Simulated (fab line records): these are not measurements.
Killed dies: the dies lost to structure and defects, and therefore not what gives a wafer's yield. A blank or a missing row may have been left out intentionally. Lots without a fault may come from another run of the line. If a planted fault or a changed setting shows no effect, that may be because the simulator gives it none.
Comparing a struck lot with a sound one + flow sky130 + 16 out of 708 route steps
Sound: these wafers, L970.2, L970.3, L970.6. The struck wafers were L976.1, L976.2, L976.3. The cause is given at the end.
Each step with rows lists, per side, the tool, then ch with its chambers, then its first start. Under that, the readings that differ: sound wafers + struck wafers + difference of the means + sigmas: that difference in standard deviations of wafers without a fault.
alike: same words and numbers on both sides, and readings whose means sit less than 2 such deviations apart. not compared: any withheld reading, any reading some wafer has no value for, any bound like >300 that may hide the same value, and any number with overlapping values for which the record gives no deviation.
A row with sigmas, a row that says differs or no value, or rows on one side alone: a step with any of these is where the two part. Non-overlapping numbers with no deviation appear without sigmas and do not part them. Lack of a reading on every wafer of one side parts them only where that side has two or more wafers.

first, 3 steps without rows for these wafers: SKY_VIA2_EXPOSE_09 (exposes mask VIM2, target cd 200 nm); SKY_VIA2_PEB_10; SKY_VIA2_DEVELOP_11 (develop time 60 s).
SKY_VIA2_CD_MEAS_12 targets a cd of 200 nm.
  struck on cd-sem-01, day 41 19:07; sound on cd-sem-01, day 40 02:40
  alike: cd-nm
SKY_VIA2_OVL_MEAS_13:
  struck on overlay-02, day 41 19:14; sound on overlay-01, day 40 02:46
  alike: VIA2_OVL
SKY_VIA2_ETCH_14: etches BARC in N2/H2, stops on SiO2, time 45.9 s, target depth 60 nm.
  sound on rie-diel-01 ch 1,3, day 40 02:48; struck on rie-diel-03 ch 0,2,3, day 41 19:16
  alike: drypump-motor-current-A, h2-flow-sccm, oes-product-au, throttle-valve-pct
  not compared: rf-hours-counter-h
SKY_VIA2_ETCH_15: etches SiO2 in C4F8/O2/Ar, stops on TiN, target depth 546 nm, time 84 s.
  sound on rie-diel-01 ch 1,3, day 40 02:51; struck on rie-diel-03 ch 0,2,3, day 41 19:19
  alike: oes-product-au
SKY_VIA2_STRIP_16: strips in O2/N2.
  sound on plasma-asher-02 ch 0,1, day 40 02:55; struck on plasma-asher-04 ch 0,1, day 41 19:22
  alike: drypump-motor-current-A, o2-flow-sccm, oes-product-au, strip-time-to-endpoint-s
  not compared: rf-hours-counter-h
then, 3 steps without rows for these wafers: SKY_VIA2_STRIP_17 (strips in post etch residue remover, time 1200 s); SKY_VIA2_CLEAN_18 (cleans in IPA, time 180 s); SKY_VIA2_CLEAN_19 (cleans in O3/DIW).
SKY_VIA2_SPUTTER_20: material TiN, target thk 20 nm, time 80 s.
  struck on pvd-sputter-04, day 41 19:58; sound on pvd-sputter-04, day 40 03:32
  alike: throttle-valve-pct
SKY_VIA2_CVD_21: deposits W, target thk 420 nm, time 126.4 s.
  sound on cvd-w-02 ch 0,1, day 40 03:36; struck on cvd-w-02 ch 0,1, day 41 20:01
| reading                            | sound                | struck               | difference | sigmas |
|------------------------------------|----------------------|----------------------|------------|--------|
| susceptor-temp-C (C)               | 399.86 399.88 399.92 | 402.38 402.73 402.62 | +2.69      | +14    |
| model.W_of_VIA2_CVD_21.thk-nm (nm) | 419.7 419.3 414.3    | 444.4 437.2 438.2    | +22.2      |        |
  alike: heater-power-w
SKY_VIA2_RS_MEAS_22: measures by four-point-probe.
  struck on film-metro-01, day 41 20:09; sound on film-metro-04, day 40 03:45
| reading            | sound             | struck            | difference | sigmas |
|--------------------|-------------------|-------------------|------------|--------|
| VIA2_W_RS (ohm/sq) | 0.273 0.273 0.277 | 0.258 0.262 0.261 | -0.014     | -4     |
SKY_VIA2_THK_MEAS_23: measures by xrf.
  struck on film-metro-01, day 41 20:16; sound on film-metro-04, day 40 03:52
  alike: VIA2_W_THK
-- the record jumps here: 8 days lie between the struck wafers' starts before and after (it left off in module VIA2 and takes up again in module PAD_OPEN, whose first step shown is number 708 of the route) --
SKY_PAD_OPEN_PROBE_99:
  struck on prober-01, day 50 01:59; sound on prober-01, day 48 20:29
  alike: defect-limited-yield, killed_at_M0_to_M3, killed_at_M4_up, killed-at-contacts, killed-at-front-end, killed-at-other, killed-dies, killed-open, killed-short, sort_bin_3_pad_short, sort_bin_5_function, sort_bin_6_memory, sort-n-pass, sort-yield-pct

== WHERE THEY PART ==
First at SKY_VIA2_CVD_21; last, within this record, at SKY_VIA2_RS_MEAS_22. Later steps at which nothing parts them and some readings are alike: SKY_VIA2_THK_MEAS_23, SKY_PAD_OPEN_PROBE_99.

WHY: whatever the simulator had introduced
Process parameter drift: cvd-w-02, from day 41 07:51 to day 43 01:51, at SKY_VIA2_CVD_21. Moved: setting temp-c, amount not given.
